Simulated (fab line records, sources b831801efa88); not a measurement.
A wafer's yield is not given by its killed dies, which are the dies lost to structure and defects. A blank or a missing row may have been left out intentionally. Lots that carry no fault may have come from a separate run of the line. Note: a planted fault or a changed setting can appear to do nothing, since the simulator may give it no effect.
The tool behind it: which one?    flow gf180mcu    12 lots, 36 wafers sampled, at 6 steps of a route of 602

== WHAT EACH GAUGE READ, for each wafer ==
GF_NWELL_OVL_MEAS_07.
lot   measured     on          NWELL_OVL (nm)
L460  day 3 08:13  overlay-01  3.2 0.9 2.2
L461  day 3 14:46  overlay-02  1.0 0.7 1.0
L466  day 4 21:01  overlay-01  0.5 0.2 1.1
L467  day 4 22:58  overlay-01  2.7 0.3 1.3
L468  day 5 03:17  overlay-02  2.9 2.1 0.9
L469  day 5 08:32  overlay-02  0.5 -0.4 -1.2
L475  day 6 16:56  overlay-02  1.7 1.8 1.5
L477  day 7 05:16  overlay-01  1.3 0.6 1.7
L479  day 7 15:46  overlay-02  -0.3 0.9 1.0
L480  day 7 20:56  overlay-02  1.2 2.0 1.2
L481  day 8 02:23  overlay-01  -2.7 -1.7 -2.3
L482  day 8 07:10  overlay-01  0.9 3.2 2.0

GF_LVPWELL_TW_MEAS_11.
lot   measured     on             LVPWELL_TW
L460  day 3 22:11  film_metro-02  558.7 560.5 557.7
L461  day 4 04:23  film_metro-01  561.6 562.2 558.6
L466  day 5 12:29  film_metro-02  560.2 561.0 562.3
L467  day 5 13:35  film_metro-01  618.3 622.0 620.6
L468  day 5 18:22  film_metro-04  558.2 560.1 559.2
L469  day 5 23:32  film_metro-02  615.6 615.9 618.0
L475  day 7 09:43  film_metro-02  561.9 561.1 561.3
L477  day 7 22:05  film_metro-02  563.4 561.3 560.4
L479  day 8 08:47  film_metro-04  555.6 557.4 555.6
L480  day 8 13:59  film_metro-01  558.7 559.5 562.2
L481  day 8 19:07  film_metro-01  562.2 562.6 564.6
L482  day 9 01:17  film_metro-02  562.1 563.0 565.1

GF_VT_IMPLANT_OVL_MEAS_18.
lot   measured      on          VT_IMPLANT_01_OVL (nm)
L460  day 6 06:43   overlay-01  3.0 2.1 0.7
L461  day 6 13:29   overlay-01  -1.5 0.0 -1.4
L466  day 8 04:01   overlay-01  0.6 0.3 -1.8
L467  day 8 04:13   overlay-01  2.2 1.3 1.6
L468  day 8 09:10   overlay-02  2.8 2.9 4.0
L469  day 8 14:16   overlay-01  1.6 2.1 1.8
L475  day 10 04:58  overlay-01  0.3 1.6 0.9
L477  day 10 19:08  overlay-02  2.2 2.9 1.1
L479  day 11 05:41  overlay-01  -0.2 -0.7 1.8
L480  day 11 13:16  overlay-01  1.3 1.0 -0.2
L481  day 11 18:55  overlay-01  -0.1 0.5 -1.8
L482  day 12 01:19  overlay-02  0.5 1.2 1.3

GF_VT_IMPLANT_RS_MEAS_48: measures by four-point-probe.
lot   measured      on             LVPWELL_RS (ohm/sq)
L460  day 7 14:58   film_metro-01  1195.9 1195.4 1193.3
L461  day 7 21:58   film_metro-04  1192.1 1196.1 1196.4
L466  day 9 15:14   film_metro-04  1192.8 1192.7 1192.9
L467  day 9 15:32   film_metro-01  - - -
L468  day 9 20:34   film_metro-04  1194.5 1195.3 1194.7
L469  day 10 01:17  film_metro-01  - - -
L475  day 11 19:05  film_metro-01  1192.7 1193.5 1192.3
L477  day 12 09:16  film_metro-02  1199.4 1197.5 1199.6
L479  day 12 21:04  film_metro-02  1199.9 1198.5 1199.5
L480  day 13 04:15  film_metro-02  1198.0 1198.9 1197.0
L481  day 13 10:07  film_metro-04  1200.3 1196.7 1194.6
L482  day 13 17:16  film_metro-04  1198.9 1197.7 1193.9

== WHAT TOOL EACH LOT RAN ON (gives the tool, then ch and the chambers of the sampled wafers, and finally the start) ==
lot   GF_NWELL_STRIP_10                    GF_LVPWELL_IMPLANT_08
L460  plasma_asher-03 ch 0,1, day 3 08:34  implanter-02 ch 0, day 3 21:47
L461  plasma_asher-04 ch 0,1, day 3 15:05  implanter-04 ch 0, day 4 03:59
L466  plasma_asher-04 ch 0,1, day 4 21:20  implanter-03 ch 0, day 5 12:05
L467  plasma_asher-03 ch 0,1, day 4 23:17  implanter-03 ch 0, day 5 13:11
L468  plasma_asher-04 ch 0,1, day 5 03:37  implanter-02 ch 0, day 5 17:58
L469  plasma_asher-04 ch 0, day 5 08:52    implanter-03 ch 0, day 5 23:08
L475  plasma_asher-03 ch 0, day 6 17:16    implanter-04 ch 0, day 7 09:19
L477  plasma_asher-03 ch 0,1, day 7 05:35  implanter-04 ch 0, day 7 21:41
L479  plasma_asher-03 ch 0,1, day 7 16:07  implanter-02 ch 0, day 8 08:23
L480  plasma_asher-04 ch 0,1, day 7 21:16  implanter-03 ch 0, day 8 13:35
L481  plasma_asher-04 ch 0,1, day 8 02:43  implanter-04 ch 0, day 8 18:43
L482  plasma_asher-03 ch 0,1, day 8 07:29  implanter-03 ch 0, day 9 00:53
- GF_NWELL_STRIP_10: strips in O2/N2.
- GF_LVPWELL_IMPLANT_08

== AS READ BY THE TOOLS THEMSELVES (means over the sampled wafers that have a number; for cases with no such wafer, the mark the record gives instead) ==
GF_NWELL_STRIP_10.
lot   tool             drypump_motor_current_A (A)  heater_power_w (W)  oes_product_au (a.u.)  strip_time_to_endpoint_s (s)
L460  plasma_asher-03  5.75                         342                 0.723                  37.09
L461  plasma_asher-04  5.82                         359                 0.725                  37.08
L466  plasma_asher-04  5.81                         354                 0.722                  37.05
L467  plasma_asher-03  5.69                         345                 0.721                  37.22
L468  plasma_asher-04  5.81                         347                 0.720                  37.08
L469  plasma_asher-04  5.83                         353                 0.718                  37.07
L475  plasma_asher-03  5.73                         328                 0.722                  36.93
L477  plasma_asher-03  5.69                         360                 0.723                  36.95
L479  plasma_asher-03  5.73                         342                 0.720                  36.94
L480  plasma_asher-04  5.77                         347                 0.723                  37.10
L481  plasma_asher-04  5.77                         344                 0.723                  37.04
L482  plasma_asher-03  5.71                         355                 0.725                  36.88

GF_LVPWELL_IMPLANT_08.
lot   tool          dose_ions_cm2  tilt_deg (degrees)
L460  implanter-02  1.5015e+13     -0.016
L461  implanter-04  1.4997e+13     0.020
L466  implanter-03  1.5002e+13     0.003
L467  implanter-03  1.5015e+13     8.720
L468  implanter-02  1.5009e+13     0.013
L469  implanter-03  1.5015e+13     8.728
L475  implanter-04  1.5013e+13     0.025
L477  implanter-04  1.4999e+13     -0.003
L479  implanter-02  1.5016e+13     -0.004
L480  implanter-03  1.4986e+13     -0.021
L481  implanter-04  1.4994e+13     0.015
L482  implanter-03  1.4990e+13     0.036

== THE ANSWER, worked out from the rows above alone ==
Rule: the lots themselves supply what counts as usual. Put in order of their means at a reading, lots are off if they are a third of the lots or fewer, leave a main group of 4 or more, and stand apart from it by a gap of 3 or more times the standard deviation of the main group's means; of several such gaps the widest counts. If all means in a main group match to the digits the tables above print for the reading, that group is not used. A lot without any number at a reading at which 4 lots or more have one is off too. Where the step has rows for the other lots, those lots are counted as sound. Order of review: gauges by route order, followed by the tools' own readings, for which a lot's mean as printed above is used. At the first step where some lot is off, the reading lying furthest off is the one used; lots without a number count as furthest.
Off: at GF_LVPWELL_TW_MEAS_11 (LVPWELL_TW), L467, L469. Main group: mean 560.6, sd 2.
If a tool, at a process step before that reading, ran all the lots that are off and no sound lot after the first of them, it fits. The gauges at GF_LVPWELL_TW_MEAS_11 aren't tried: what is off there is off at GF_LVPWELL_IMPLANT_08 too, on other tools, and a gauge's error can't cause that. No candidate that was tried fits.

== WHAT HAD BEEN PUT IN BY THE SIMULATOR ==
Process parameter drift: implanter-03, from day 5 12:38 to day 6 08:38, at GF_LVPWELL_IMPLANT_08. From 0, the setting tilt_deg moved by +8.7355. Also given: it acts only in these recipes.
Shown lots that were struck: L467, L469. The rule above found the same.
